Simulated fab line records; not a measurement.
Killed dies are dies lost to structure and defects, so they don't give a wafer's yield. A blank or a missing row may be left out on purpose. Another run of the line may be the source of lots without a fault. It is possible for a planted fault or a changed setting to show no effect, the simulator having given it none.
Matching of chambers | flow gf180mcu | pecvd-01 running GF_V2_CVD_02: 3 sister chambers
The step deposits SiO2 from TEOS, target thk 850 nm, time 94.851 s. 6 wafers are shown with their chamber, then 12 later ones without.

EACH WAFER AND ITS CHAMBER
wafer  | chamber | heater-power-w (W)
L090.3 | 0       | 970
L092.5 | 1       | 563
L092.6 | 2       | 576
L094.1 | 1       | 565
L094.2 | 2       | 717
L094.3 | 0       | 902

WAFERS WITHOUT THEIR CHAMBER
wafer  | heater-power-w (W)
L094.4 | 930
L094.5 | 575
L094.6 | 593
L096.1 | 644
L096.2 | 1037
L096.3 | 571
L096.4 | 810
L096.5 | 661
L096.6 | 504
L097.1 | 651
L097.4 | 574
L097.6 | 683

WHICH CHAMBER EACH ONE RAN IN
wafer  | from the rows above          | in truth
L094.4 | 0                            | 0
L094.5 | can't be placed: 1 or 2      | 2
L094.6 | can't be placed: 1 or 2      | 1
L096.1 | can't be placed: 2 or 1      | 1
L096.2 | 0                            | 0
L096.3 | can't be placed: 1 or 2      | 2
L096.4 | can't be placed: 0 or 2 or 1 | 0
L096.5 | can't be placed: 2 or 1      | 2
L096.6 | can't be placed: 1 or 2      | 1
L097.1 | can't be placed: 2 or 1      | 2
L097.4 | can't be placed: 1 or 2      | 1
L097.6 | can't be placed: 2 or 1      | 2
Placed correctly: 2 of 12. Not placeable from these rows: 10 (in 10, the candidates include the true chamber). Wrongly placed: 0.
How it was worked out, from the rows above alone: a wafer's distance from a chamber is the root of the sum, over the readings, of the square of ((its reading less the chamber's mean) divided by the reading's scatter). If the next closest chamber is less than 2 further off than the closest, the wafer can't be placed; otherwise it belongs to the closest. Each chamber's mean is taken over the wafers shown for it. The scatter: the root of (the sum of the squares of (reading less its chamber's mean) over the shown wafers, divided by (wafers less chambers)).
